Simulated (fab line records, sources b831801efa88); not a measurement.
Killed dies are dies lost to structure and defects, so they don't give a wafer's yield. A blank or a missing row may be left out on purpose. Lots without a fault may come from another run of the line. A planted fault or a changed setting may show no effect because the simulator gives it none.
fab line records | flow sky130
record lots=5 wafers=15 last_day=48
route steps=708 shown LDD_N@237 LDD_P@255 LDD_HVN@267 LDD_HVP@278
lots that met no fault: from a run of the same line without faults
start_h: hours from the record's first day to the start of the lot's first wafer shown | wait_h: hours since the lot's step before | " the same as in the row above | L1.1+2: a row that stands for several wafers | - no value, or no start given | * or withheld: withheld | < > ~ a bound
route shown NAME@n: a module of which the file shows steps, and the number in the route of the first | usual: mean/standard deviation of fault-free wafers | same: alike in all rows | chamber/n: place in a boat | sites: the reading at each site | _std_site: their standard deviation | _edge_site: outer sites' mean less inner sites' | radius_mm: how far each site lies from the wafer's centre | mask NAME#n: copy n | behind: the tool/chamber that last shaped the wafer | hold: why the lot was held/for how many hours/how that ended | device: the transistor (n, p or np) that didn't switch | end of line: the same wafers' tests at the end of the route | a step without rows: its recipe alone | killed: dies lost to structure and defects at the first sort, not the wafer's yield | map: a wafer's dies, x killed, . not, _ none there
set.NAME: the setting as run; set.NAME@STEP: as run at that earlier step | model.NAME: the simulator's own value behind a step, which no gauge read
lots at some steps of the route; a table a step, a row a wafer
services: from which hour (start_h, from the record's first day; less than 0 if before it) a tool's chamber was out of use, for how many hours, and why
## steps
# step SKY_LDD_N_DEHYDRATE_00
# recipe temp_c=200 time_s=60
# columns lot.wafer tool chamber start_h wait_h
L074.2+3+4 litho_track-04 0 379.38 13.7
L078.1+4+5 litho_track-01 0 424.24 14.7
L084.2+3+5 litho_track-01 0 477.52 14.5
L086.2+5+6 litho_track-03 0 498.62 14.0
L089.1+4+6 litho_track-03 0 515.54 14.3
# step SKY_LDD_N_HMDS_01
# recipe prime_time_s=60 prime_temp_c=120
# columns lot.wafer tool chamber start_h wait_h
L074.2+3+4 litho_track-04 0 379.53 0.1
L078.1+4+5 litho_track-01 0 424.39 0.1
L084.2+3+5 litho_track-01 0 477.67 0.1
L086.2+5+6 litho_track-03 0 498.77 0.1
L089.1+4+6 litho_track-03 0 515.69 0.1
# step SKY_LDD_N_COAT_02
# recipe resist=NOVOLAK spin_rpm=3000 resist_thk_nm=300
# columns lot.wafer tool chamber start_h wait_h
L074.2+3+4 litho_track-04 0 379.68 0.1
L078.1+4+5 litho_track-01 0 424.54 0.1
L084.2+3+5 litho_track-01 0 477.82 0.1
L086.2+5+6 litho_track-03 0 498.92 0.1
L089.1+4+6 litho_track-03 0 515.84 0.1
# step SKY_LDD_N_SOFTBAKE_03
# recipe temp_c=90 time_s=60 resist=NOVOLAK
# columns lot.wafer tool chamber start_h wait_h
L074.2+3+4 litho_track-04 0 379.83 0.1
L078.1+4+5 litho_track-01 0 424.69 0.1
L084.2+3+5 litho_track-01 0 477.97 0.1
L086.2+5+6 litho_track-03 0 499.07 0.1
L089.1+4+6 litho_track-03 0 515.99 0.1
# step SKY_LDD_N_EXPOSE_04
# recipe mask_id=NTM target_cd_nm=840 na=0.6 source_shape=conventional sigma_outer=0.6 dose_mj=110
# same na=0.6
# columns lot.wafer tool chamber start_h wait_h mask
L074.2+3+4 iline_stepper-02 0 - - NTM#0
L078.1+4+5 iline_stepper-01 0 - - NTM#0
L084.2+3+5 iline_stepper-02 0 - - NTM#0
L086.2+5+6 iline_stepper-01 0 - - NTM#0
L089.1+4+6 iline_stepper-01 0 - - NTM#0
# step SKY_LDD_N_PEB_05
# recipe temp_c=withheld time_s=* resist=NOVOLAK
# columns lot.wafer tool chamber start_h wait_h
L074.2+3+4 litho_track-03 0 - -
L078.1+4+5 litho_track-01 0 - -
L084.2+3+5 litho_track-01 0 - -
L086.2+5+6 litho_track-04 0 - -
L089.1+4+6 litho_track-04 0 - -
# step SKY_LDD_N_DEVELOP_06
# recipe develop_time_s=60 dev_temp_c=23
# same develop_time_s=60
# columns lot.wafer tool chamber start_h wait_h
L074.2+3+4 litho_track-03 0 394.87 0.1
L078.1+4+5 litho_track-01 0 439.59 0.1
L084.2+3+5 litho_track-01 0 493.77 0.1
L086.2+5+6 litho_track-04 0 513.52 0.1
L089.1+4+6 litho_track-04 0 530.05 0.1
# step SKY_LDD_N_OVL_MEAS_07
# usual LDD_N_OVL=0.0/1.4
# columns lot.wafer tool chamber start_h wait_h LDD_N_OVL[nm]
L074.2 overlay-01 - 395.00 0.1 0.5
L074.3 " - " " 2.1
L074.4 " - " " 1.3
L078.1 overlay-02 - 439.74 0.1 1.4
L078.4 " - " " -0.1
L078.5 " - " " 2.4
L084.2 overlay-01 - 493.90 0.1 -0.1
L084.3 " - " " 0.2
L084.5 " - " " 0.3
L086.2 overlay-02 - 513.66 0.1 1.0
L086.5 " - " " -0.3
L086.6 " - " " 1.1
L089.1 overlay-01 - 530.20 0.1 -3.8
L089.4 " - " " -1.2
L089.6 " - " " -2.9
# step SKY_LDD_N_IMPLANT_08
# recipe species=As energy_kev=20 dose_cm2=7.5e+13 tilt_deg=withheld rotation_deg=23
# usual rotation_deg=23.005/0.019
# columns lot.wafer tool chamber start_h wait_h rotation_deg
L074.2 implanter-01 0 395.05 0.0 22.990
L074.3 " 0 " " 22.989
L074.4 " 0 " " 22.979
L078.1 implanter-04 0 439.78 0.0 22.988
L078.4 " 0 " " 22.962
L078.5 " 0 " " 23.009
L084.2 implanter-04 0 493.95 0.0 22.995
L084.3 " 0 " " 22.988
L084.5 " 0 " " 23.009
L086.2 implanter-02 0 513.71 0.0 23.049
L086.5 " 0 " " 23.018
L086.6 " 0 " " 23.023
L089.1 implanter-02 0 530.24 0.0 23.021
L089.4 " 0 " " 23.011
L089.6 " 0 " " 22.999
# step SKY_LDD_N_IMPLANT_09
# recipe species=As energy_kev=20 dose_cm2=7.5e+13 tilt_deg=withheld rotation_deg=113
# usual rotation_deg=113.00/0.027
# columns lot.wafer tool chamber start_h wait_h rotation_deg
L074.2 implanter-01 0 395.20 0.1 113.05
L074.3 " 0 " " 113.05
L074.4 " 0 " " 113.04
L078.1 implanter-04 0 439.93 0.1 113.00
L078.4 " 0 " " 113.06
L078.5 " 0 " " 112.98
L084.2 implanter-04 0 494.10 0.1 113.05
L084.3 " 0 " " 113.02
L084.5 " 0 " " 113.02
L086.2 implanter-02 0 513.86 0.1 112.95
L086.5 " 0 " " 112.98
L086.6 " 0 " " 113.01
L089.1 implanter-02 0 530.39 0.1 112.98
L089.4 " 0 " " 113.00
L089.6 " 0 " " 113.05
# step SKY_LDD_N_IMPLANT_10
# recipe species=As energy_kev=20 dose_cm2=7.5e+13 tilt_deg=withheld rotation_deg=203
# usual rotation_deg=203.00/0.038
# columns lot.wafer tool chamber start_h wait_h rotation_deg
L074.2 implanter-01 0 395.35 0.1 203.11
L074.3 " 0 " " 203.02
L074.4 " 0 " " 203.05
L078.1 implanter-04 0 440.08 0.1 203.01
L078.4 " 0 " " 203.01
L078.5 " 0 " " 202.96
L084.2 implanter-04 0 494.25 0.1 203.00
L084.3 " 0 " " 202.99
L084.5 " 0 " " 203.03
L086.2 implanter-02 0 514.01 0.1 203.00
L086.5 " 0 " " 203.07
L086.6 " 0 " " 203.02
L089.1 implanter-02 0 530.54 0.1 203.02
L089.4 " 0 " " 202.96
L089.6 " 0 " " 202.96
# step SKY_LDD_N_IMPLANT_11
# recipe species=As energy_kev=20 dose_cm2=7.5e+13 tilt_deg=withheld rotation_deg=293
# usual rotation_deg=293.01/0.042
# columns lot.wafer tool chamber start_h wait_h rotation_deg
L074.2 implanter-01 0 395.50 0.1 292.99
L074.3 " 0 " " 293.02
L074.4 " 0 " " 293.02
L078.1 implanter-04 0 440.23 0.1 292.94
L078.4 " 0 " " 292.95
L078.5 " 0 " " 292.95
L084.2 implanter-04 0 494.40 0.1 293.04
L084.3 " 0 " " 293.03
L084.5 " 0 " " 292.99
L086.2 implanter-02 0 514.16 0.1 292.99
L086.5 " 0 " " 293.05
L086.6 " 0 " " 293.07
L089.1 implanter-02 0 530.69 0.1 292.97
L089.4 " 0 " " 293.05
L089.6 " 0 " " 293.01
# step SKY_LDD_N_IMPLANT_12
# recipe species=BF2 energy_kev=50 dose_cm2=5e+12 tilt_deg=30 rotation_deg=0
# usual rotation_deg=0.001/0.02
# columns lot.wafer tool chamber start_h wait_h rotation_deg
L074.2 implanter-01 0 395.65 0.1 -0.006
L074.3 " 0 " " -0.013
L074.4 " 0 " " -0.019
L078.1 implanter-04 0 440.38 0.1 -0.013
L078.4 " 0 " " 0.056
L078.5 " 0 " " 0.031
L084.2 implanter-04 0 494.55 0.1 0.016
L084.3 " 0 " " 0.001
L084.5 " 0 " " -0.016
L086.2 implanter-02 0 514.31 0.1 0.002
L086.5 " 0 " " -0.034
L086.6 " 0 " " -0.026
L089.1 implanter-02 0 530.84 0.1 0.017
L089.4 " 0 " " 0.017
L089.6 " 0 " " 0.010
# step SKY_LDD_N_IMPLANT_13
# recipe species=BF2 energy_kev=50 dose_cm2=5e+12 tilt_deg=30 rotation_deg=90
# usual rotation_deg=89.997/0.027
# columns lot.wafer tool chamber start_h wait_h rotation_deg
L074.2 implanter-01 0 395.80 0.1 89.966
L074.3 " 0 " " 89.977
L074.4 " 0 " " 89.996
L078.1 implanter-04 0 440.53 0.1 89.962
L078.4 " 0 " " 89.977
L078.5 " 0 " " 89.984
L084.2 implanter-04 0 494.70 0.1 90.008
L084.3 " 0 " " 90.009
L084.5 " 0 " " 90.003
L086.2 implanter-02 0 514.46 0.1 90.020
L086.5 " 0 " " 90.050
L086.6 " 0 " " 90.029
L089.1 implanter-02 0 530.99 0.1 89.999
L089.4 " 0 " " 90.049
L089.6 " 0 " " 90.024
# step SKY_LDD_N_IMPLANT_14
# recipe species=BF2 energy_kev=50 dose_cm2=5e+12 tilt_deg=30 rotation_deg=180
# usual rotation_deg=180.00/0.032
# columns lot.wafer tool chamber start_h wait_h rotation_deg
L074.2 implanter-01 0 395.95 0.1 179.90
L074.3 " 0 " " 179.99
L074.4 " 0 " " 179.95
L078.1 implanter-04 0 440.68 0.1 180.01
L078.4 " 0 " " 180.08
L078.5 " 0 " " 179.99
L084.2 implanter-04 0 494.85 0.1 180.03
L084.3 " 0 " " 180.00
L084.5 " 0 " " 180.01
L086.2 implanter-02 0 514.61 0.1 180.01
L086.5 " 0 " " 180.04
L086.6 " 0 " " 179.99
L089.1 implanter-02 0 531.14 0.1 180.00
L089.4 " 0 " " 180.00
L089.6 " 0 " " 179.96
# step SKY_LDD_N_IMPLANT_15
# recipe species=BF2 energy_kev=50 dose_cm2=5e+12 tilt_deg=30 rotation_deg=270
# usual rotation_deg=270.00/0.045
# columns lot.wafer tool chamber start_h wait_h rotation_deg
L074.2 implanter-01 0 396.10 0.1 270.05
L074.3 " 0 " " 269.85
L074.4 " 0 " " 270.08
L078.1 implanter-04 0 440.83 0.1 269.95
L078.4 " 0 " " 270.00
L078.5 " 0 " " 269.93
L084.2 implanter-04 0 495.00 0.1 269.94
L084.3 " 0 " " 269.96
L084.5 " 0 " " 269.99
L086.2 implanter-02 0 514.76 0.1 270.01
L086.5 " 0 " " 270.02
L086.6 " 0 " " 270.04
L089.1 implanter-02 0 531.29 0.1 269.96
L089.4 " 0 " " 270.11
L089.6 " 0 " " 270.06
# step SKY_LDD_N_STRIP_16
# recipe chemistry=O2/N2 power_w=1400 pressure_mtorr=1500 platen_temp_c=withheld o2_flow_sccm=3000 n2_flow_sccm=300 overash_fraction=0.5
# usual drypump_motor_current_A=5.8/0.53 oes_product_au=0.406/0.0042 strip_time_to_endpoint_s=4.312/0.015
# columns lot.wafer tool chamber start_h wait_h drypump_motor_current_A oes_product_au rf_hours_counter_h strip_time_to_endpoint_s
L074.2 plasma_asher-02 0 396.23 0.1 6.1 0.408 68 4.302
L074.3 " 1 " " 5.7 0.404 - 4.325
L074.4 " 0 " " 6.1 0.408 - 4.268
L078.1 plasma_asher-01 1 440.98 0.1 6.1 0.407 65 4.314
L078.4 " 0 " " 6.6 0.409 - 4.319
L078.5 " 1 " " 6.1 0.410 - 4.320
L084.2 plasma_asher-03 0 495.13 0.1 4.8 0.407 79 4.298
L084.3 " 0 " " 4.9 0.407 - 4.322
L084.5 " 0 " " 4.9 0.404 - 4.320
L086.2 plasma_asher-02 1 514.89 0.1 5.8 0.408 7 4.324
L086.5 " 1 " " 5.7 0.409 - 4.313
L086.6 " 0 " " 6.1 0.410 - 4.330
L089.1 plasma_asher-01 0 531.44 0.1 6.6 0.407 73 4.323
L089.4 " 1 " " 6.1 0.412 - 4.325
L089.6 " 1 " " 6.1 0.406 - 4.313
# step SKY_LDD_N_TW_MEAS_17
# usual LDD_N_TW=2592/13
# columns lot.wafer tool chamber start_h wait_h LDD_N_TW
L074.2 film_metro-03 - 396.34 0.1 2613
L074.3 " - " " 2593
L074.4 " - " " 2599
L078.1 film_metro-03 - 441.08 0.1 2601
L078.4 " - " " 2606
L078.5 " - " " 2610
L084.2 film_metro-03 - 495.24 0.1 2598
L084.3 " - " " 2605
L084.5 " - " " 2609
L086.2 film_metro-04 - 515.00 0.1 2586
L086.5 " - " " 2585
L086.6 " - " " 2579
L089.1 film_metro-02 - 531.54 0.1 2598
L089.4 " - " " 2597
L089.6 " - " " 2590
# step SKY_LDD_P_DEHYDRATE_00
# recipe temp_c=200 time_s=60
# columns lot.wafer tool chamber start_h wait_h
L074.2+3+4 litho_track-01 0 409.92 13.6
L078.1+4+5 litho_track-01 0 456.29 15.2
L084.2+3+5 litho_track-04 0 508.92 13.7
L086.2+5+6 litho_track-02 0 529.40 14.4
L089.1+4+6 litho_track-01 0 545.84 14.3
# step SKY_LDD_P_HMDS_01
# recipe prime_time_s=60 prime_temp_c=120
# columns lot.wafer tool chamber start_h wait_h
L074.2+3+4 litho_track-01 0 410.07 0.1
L078.1+4+5 litho_track-01 0 456.44 0.1
L084.2+3+5 litho_track-04 0 509.07 0.1
L086.2+5+6 litho_track-02 0 529.55 0.1
L089.1+4+6 litho_track-01 0 545.99 0.1
# step SKY_LDD_P_COAT_02
# recipe resist=NOVOLAK spin_rpm=3000 resist_thk_nm=1140
# columns lot.wafer tool chamber start_h wait_h
L074.2+3+4 litho_track-01 0 410.22 0.1
L078.1+4+5 litho_track-01 0 456.59 0.1
L084.2+3+5 litho_track-04 0 509.22 0.1
L086.2+5+6 litho_track-02 0 529.70 0.1
L089.1+4+6 litho_track-01 0 546.14 0.1
# step SKY_LDD_P_SOFTBAKE_03
# recipe temp_c=90 time_s=60 resist=NOVOLAK
# columns lot.wafer tool chamber start_h wait_h
L074.2+3+4 litho_track-01 0 410.37 0.1
L078.1+4+5 litho_track-01 0 456.74 0.1
L084.2+3+5 litho_track-04 0 509.37 0.1
L086.2+5+6 litho_track-02 0 529.85 0.1
L089.1+4+6 litho_track-01 0 546.29 0.1
# step SKY_LDD_P_EXPOSE_04
# recipe mask_id=PSDM na=0.6 source_shape=conventional sigma_outer=0.6 polarization=unpolarized target_cd_nm=380 dose_mj=138
# same na=0.6
# columns lot.wafer tool chamber start_h wait_h mask
L074.2+3+4 iline_stepper-01 0 - - PSDM#0
L078.1+4+5 iline_stepper-01 0 - - PSDM#0
L084.2+3+5 iline_stepper-02 0 - - PSDM#0
L086.2+5+6 iline_stepper-01 0 - - PSDM#0
L089.1+4+6 iline_stepper-01 0 - - PSDM#0
# step SKY_LDD_P_PEB_05
# recipe temp_c=withheld time_s=* resist=NOVOLAK
# columns lot.wafer tool chamber start_h wait_h
L074.2+3+4 litho_track-04 0 - -
L078.1+4+5 litho_track-01 0 - -
L084.2+3+5 litho_track-02 0 - -
L086.2+5+6 litho_track-02 0 - -
L089.1+4+6 litho_track-04 0 - -
# step SKY_LDD_P_DEVELOP_06
# recipe resist=NOVOLAK developer=TMAH develop_time_s=60 dev_temp_c=23
# same develop_time_s=60
# columns lot.wafer tool chamber start_h wait_h
L074.2+3+4 litho_track-04 0 425.73 0.1
L078.1+4+5 litho_track-01 0 471.44 0.1
L084.2+3+5 litho_track-02 0 524.85 0.1
L086.2+5+6 litho_track-02 0 544.45 0.1
L089.1+4+6 litho_track-04 0 560.80 0.1
# step SKY_LDD_P_CD_MEAS_07
# recipe target_cd_nm=380
# usual cd_nm=380.6/2.7
# columns lot.wafer tool chamber start_h wait_h cd_nm
L074.2 cd_sem-02 - 425.87 0.1 380.0
L074.3 " - " " 383.2
L074.4 " - " " 382.7
L078.1 cd_sem-02 - 471.59 0.1 377.8
L078.4 " - " " 377.9
L078.5 " - " " 380.3
L084.2 cd_sem-02 - 524.99 0.1 384.7
L084.3 " - " " 384.1
L084.5 " - " " 383.2
L086.2 cd_sem-01 - 544.59 0.1 381.9
L086.5 " - " " 382.5
L086.6 " - " " 384.7
L089.1 cd_sem-01 - 560.95 0.1 383.3
L089.4 " - " " 382.4
L089.6 " - " " 383.4
# step SKY_LDD_P_OVL_MEAS_08
# usual LDD_P_OVL=-0.4/1.4
# columns lot.wafer tool chamber start_h wait_h LDD_P_OVL[nm]
L074.2 overlay-02 - 425.98 0.1 0.0
L074.3 " - " " 1.2
L074.4 " - " " -0.5
L078.1 overlay-02 - 471.71 0.1 -1.9
L078.4 " - " " -1.2
L078.5 " - " " -2.2
L084.2 overlay-02 - 525.10 0.1 -1.1
L084.3 " - " " -1.0
L084.5 " - " " -0.5
L086.2 overlay-02 - 544.70 0.1 -1.7
L086.5 " - " " -0.8
L086.6 " - " " -0.9
L089.1 overlay-01 - 561.07 0.1 -3.1
L089.4 " - " " -1.0
L089.6 " - " " -0.3
# step SKY_LDD_P_IMPLANT_09
# recipe species=BF2 energy_kev=25 dose_cm2=1e+13 tilt_deg=withheld
# columns lot.wafer tool chamber start_h wait_h
L074.2+3+4 implanter-01 0 426.03 0.0
L078.1+4+5 implanter-01 0 471.75 0.0
L084.2+3+5 implanter-04 0 525.15 0.0
L086.2+5+6 implanter-03 0 544.75 0.0
L089.1+4+6 implanter-03 0 561.11 0.0
# step SKY_LDD_P_STRIP_10
# recipe chemistry=O2/N2 power_w=1400 pressure_mtorr=1500 platen_temp_c=withheld o2_flow_sccm=3000 n2_flow_sccm=300 overash_fraction=0.5
# usual drypump_motor_current_A=5.6/0.33 oes_product_au=0.716/0.0043 strip_time_to_endpoint_s=14.19/0.049
# columns lot.wafer tool chamber start_h wait_h drypump_motor_current_A oes_product_au rf_hours_counter_h strip_time_to_endpoint_s
L074.2 plasma_asher-04 0 426.16 0.1 5.4 0.711 30 14.20
L074.3 " 1 " " 5.8 0.713 - 14.16
L074.4 " 0 " " 5.4 0.715 - 14.14
L078.1 plasma_asher-02 1 471.90 0.1 5.7 0.724 3 14.12
L078.4 " 1 " " 5.7 0.716 - 14.16
L078.5 " 0 " " 6.1 0.723 - 14.16
L084.2 plasma_asher-04 1 525.28 0.1 5.8 0.718 41 14.15
L084.3 " 0 " " 5.4 0.714 - 14.19
L084.5 " 1 " " 5.8 0.721 - 14.20
L086.2 plasma_asher-02 1 544.88 0.1 5.7 0.724 10 14.26
L086.5 " 0 " " 6.1 0.723 - 14.27
L086.6 " 1 " " 5.7 0.721 - 14.21
L089.1 plasma_asher-04 0 561.26 0.1 5.4 0.717 45 14.16
L089.4 " 0 " " 5.4 0.714 - 14.24
L089.6 " 1 " " 5.8 0.711 - 14.18
# step SKY_LDD_P_TW_MEAS_11
# usual LDD_P_TW=639/3.1
# columns lot.wafer tool chamber start_h wait_h LDD_P_TW
L074.2 film_metro-03 - 426.27 0.1 637
L074.3 " - " " 636
L074.4 " - " " 637
L078.1 film_metro-02 - 472.00 0.1 635
L078.4 " - " " 639
L078.5 " - " " 639
L084.2 film_metro-03 - 525.39 0.1 639
L084.3 " - " " 643
L084.5 " - " " 636
L086.2 film_metro-03 - 544.99 0.1 638
L086.5 " - " " 634
L086.6 " - " " 638
L089.1 film_metro-03 - 561.36 0.1 639
L089.4 " - " " 637
L089.6 " - " " 637
# step SKY_LDD_HVN_DEHYDRATE_00
# recipe temp_c=200 time_s=60
# columns lot.wafer tool chamber start_h wait_h
L074.2+3+4 litho_track-02 0 440.55 14.3
L078.1+4+5 litho_track-02 0 487.52 15.5
L084.2+3+5 litho_track-01 0 539.57 14.2
L086.2+5+6 litho_track-01 0 559.12 14.1
L089.1+4+6 litho_track-03 0 575.74 14.4
# step SKY_LDD_HVN_HMDS_01
# recipe prime_time_s=60 prime_temp_c=120
# columns lot.wafer tool chamber start_h wait_h
L074.2+3+4 litho_track-02 0 440.70 0.1
L078.1+4+5 litho_track-02 0 487.67 0.1
L084.2+3+5 litho_track-01 0 539.72 0.1
L086.2+5+6 litho_track-01 0 559.27 0.1
L089.1+4+6 litho_track-03 0 575.89 0.1
# step SKY_LDD_HVN_COAT_02
# recipe resist=NOVOLAK spin_rpm=3000 resist_thk_nm=300
# columns lot.wafer tool chamber start_h wait_h
L074.2+3+4 litho_track-02 0 440.85 0.1
L078.1+4+5 litho_track-02 0 487.82 0.1
L084.2+3+5 litho_track-01 0 539.87 0.1
L086.2+5+6 litho_track-01 0 559.42 0.1
L089.1+4+6 litho_track-03 0 576.04 0.1
# step SKY_LDD_HVN_SOFTBAKE_03
# recipe temp_c=90 time_s=60 resist=NOVOLAK
# columns lot.wafer tool chamber start_h wait_h
L074.2+3+4 litho_track-02 0 441.00 0.1
L078.1+4+5 litho_track-02 0 487.97 0.1
L084.2+3+5 litho_track-01 0 540.02 0.1
L086.2+5+6 litho_track-01 0 559.57 0.1
L089.1+4+6 litho_track-03 0 576.19 0.1
# step SKY_LDD_HVN_EXPOSE_04
# recipe mask_id=HVNTM na=0.6 source_shape=conventional sigma_outer=0.6 polarization=unpolarized target_cd_nm=700 dose_mj=127
# same na=0.6
# columns lot.wafer tool chamber start_h wait_h mask
L074.2+3+4 iline_stepper-02 0 - - HVNTM#0
L078.1+4+5 iline_stepper-02 0 - - HVNTM#0
L084.2+3+5 iline_stepper-01 0 - - HVNTM#0
L086.2+5+6 iline_stepper-02 0 - - HVNTM#0
L089.1+4+6 iline_stepper-01 0 - - HVNTM#0
# step SKY_LDD_HVN_PEB_05
# recipe temp_c=withheld time_s=* resist=NOVOLAK
# columns lot.wafer tool chamber start_h wait_h
L074.2+3+4 litho_track-02 0 - -
L078.1+4+5 litho_track-02 0 - -
L084.2+3+5 litho_track-03 0 - -
L086.2+5+6 litho_track-03 0 - -
L089.1+4+6 litho_track-01 0 - -
# step SKY_LDD_HVN_DEVELOP_06
# recipe resist=NOVOLAK developer=TMAH develop_time_s=60 dev_temp_c=23
# same develop_time_s=60
# columns lot.wafer tool chamber start_h wait_h
L074.2+3+4 litho_track-02 0 456.65 0.1
L078.1+4+5 litho_track-02 0 502.77 0.1
L084.2+3+5 litho_track-03 0 555.17 0.1
L086.2+5+6 litho_track-03 0 574.42 0.1
L089.1+4+6 litho_track-01 0 590.59 0.1
# step SKY_LDD_HVN_OVL_MEAS_07
# usual LDD_HVN_OVL=0.3/1.3
# columns lot.wafer tool chamber start_h wait_h LDD_HVN_OVL[nm]
L074.2 overlay-01 - 456.78 0.1 -1.4
L074.3 " - " " -0.4
L074.4 " - " " -2.7
L078.1 overlay-02 - 502.92 0.1 -0.4
L078.4 " - " " 1.8
L078.5 " - " " 1.0
L084.2 overlay-01 - 555.30 0.1 -0.4
L084.3 " - " " -0.8
L084.5 " - " " 0.7
L086.2 overlay-02 - 574.55 0.1 0.7
L086.5 " - " " 2.3
L086.6 " - " " 1.4
L089.1 overlay-01 - 590.74 0.1 -0.9
L089.4 " - " " -0.1
L089.6 " - " " 0.1
# step SKY_LDD_HVN_IMPLANT_08
# recipe species=P energy_kev=60 dose_cm2=3e+13 tilt_deg=40
# columns lot.wafer tool chamber start_h wait_h
L074.2+3+4 implanter-03 0 456.83 0.0
L078.1+4+5 implanter-04 0 502.96 0.0
L084.2+3+5 implanter-03 0 555.35 0.0
L086.2+5+6 implanter-02 0 574.60 0.0
L089.1+4+6 implanter-03 0 590.78 0.0
# step SKY_LDD_HVN_STRIP_09
# recipe chemistry=O2/N2 power_w=1400 pressure_mtorr=1500 platen_temp_c=withheld o2_flow_sccm=3000 n2_flow_sccm=300 overash_fraction=0.5
# usual drypump_motor_current_A=5.6/0.5 oes_product_au=0.408/0.0048 strip_time_to_endpoint_s=4.135/0.018
# columns lot.wafer tool chamber start_h wait_h drypump_motor_current_A oes_product_au rf_hours_counter_h strip_time_to_endpoint_s
L074.2 plasma_asher-03 1 456.96 0.1 5.8 0.412 75 4.140
L074.3 " 1 " " 5.8 0.413 - 4.144
L074.4 " 0 " " 4.9 0.402 - 4.148
L078.1 plasma_asher-03 0 503.11 0.1 4.9 0.415 80 4.159
L078.4 " 1 " " 5.7 0.413 - 4.170
L078.5 " 0 " " 4.9 0.414 - 4.160
L084.2 plasma_asher-01 1 555.48 0.1 6.1 0.412 76 4.135
L084.3 " 1 " " 6.0 0.407 - 4.127
L084.5 " 0 " " 6.6 0.410 - 4.128
L086.2 plasma_asher-01 0 574.73 0.1 6.6 0.413 79 4.115
L086.5 " 0 " " 6.6 0.416 - 4.146
L086.6 " 1 " " 6.1 0.411 - 4.154
L089.1 plasma_asher-04 0 590.93 0.1 5.4 0.406 49 4.171
L089.4 " 0 " " 5.4 0.413 - 4.169
L089.6 " 0 " " 5.4 0.412 - 4.167
# step SKY_LDD_HVN_TW_MEAS_10
# usual LDD_HVN_TW=1444/6.6
# columns lot.wafer tool chamber start_h wait_h LDD_HVN_TW
L074.2 film_metro-02 - 457.07 0.1 1435
L074.3 " - " " 1437
L074.4 " - " " 1442
L078.1 film_metro-04 - 503.21 0.1 1443
L078.4 " - " " 1444
L078.5 " - " " 1446
L084.2 film_metro-01 - 555.59 0.1 1455
L084.3 " - " " 1453
L084.5 " - " " 1445
L086.2 film_metro-02 - 574.84 0.1 1442
L086.5 " - " " 1443
L086.6 " - " " 1453
L089.1 film_metro-04 - 591.06 0.1 1452
L089.4 " - " " 1443
L089.6 " - " " 1443
# step SKY_LDD_HVP_DEHYDRATE_00
# recipe temp_c=200 time_s=60
# columns lot.wafer tool chamber start_h wait_h
L074.2+3+4 litho_track-03 0 471.57 14.5
L078.1+4+5 litho_track-02 0 517.97 14.8
L084.2+3+5 litho_track-04 0 569.37 13.8
L086.2+5+6 litho_track-04 0 589.22 14.4
L089.1+4+6 litho_track-03 0 605.09 14.0
# step SKY_LDD_HVP_HMDS_01
# recipe prime_time_s=60 prime_temp_c=120
# columns lot.wafer tool chamber start_h wait_h
L074.2+3+4 litho_track-03 0 471.72 0.1
L078.1+4+5 litho_track-02 0 518.12 0.1
L084.2+3+5 litho_track-04 0 569.52 0.1
L086.2+5+6 litho_track-04 0 589.37 0.1
L089.1+4+6 litho_track-03 0 605.24 0.1
# step SKY_LDD_HVP_COAT_02
# recipe resist=NOVOLAK spin_rpm=3000 resist_thk_nm=300
# columns lot.wafer tool chamber start_h wait_h
L074.2+3+4 litho_track-03 0 471.87 0.1
L078.1+4+5 litho_track-02 0 518.27 0.1
L084.2+3+5 litho_track-04 0 569.67 0.1
L086.2+5+6 litho_track-04 0 589.52 0.1
L089.1+4+6 litho_track-03 0 605.39 0.1
# step SKY_LDD_HVP_SOFTBAKE_03
# recipe temp_c=90 time_s=60 resist=NOVOLAK
# columns lot.wafer tool chamber start_h wait_h
L074.2+3+4 litho_track-03 0 472.02 0.1
L078.1+4+5 litho_track-02 0 518.42 0.1
L084.2+3+5 litho_track-04 0 569.82 0.1
L086.2+5+6 litho_track-04 0 589.67 0.1
L089.1+4+6 litho_track-03 0 605.54 0.1
## services
# columns tool chamber start_h hours kind
implanter-04 - 359.57 9.7 repair
implanter-02 - 378.48 41.1 pm
iline_stepper-02 - 405.68 4.4 pm
implanter-03 - 409.43 3.8 pm
plasma_asher-03 - 411.54 0.8 repair
implanter-03 - 420.38 1.3 repair
plasma_asher-02 - 421.25 9.0 pm
implanter-02 - 421.88 1.3 repair
iline_stepper-01 - 435.22 1.7 pm
plasma_asher-02 - 439.19 14.6 pm
implanter-03 - 448.61 0.6 repair
implanter-03 - 485.75 3.5 repair
plasma_asher-01 - 495.47 7.8 pm
implanter-04 - 513.31 4.0 repair
plasma_asher-01 - 536.00 0.5 repair
implanter-01 - 548.85 29.1 pm
plasma_asher-03 - 563.60 18.2 repair
plasma_asher-02 - 567.20 13.2 repair
implanter-04 - 573.13 3.6 pm
plasma_asher-04 - 580.69 2.2 repair
litho_track-03 - 582.28 - consumable_replace:filter
plasma_asher-03 - 586.17 2.8 pm
implanter-02 - 590.91 0.7 repair
implanter-04 - 601.10 1.6 repair
## key
fault none
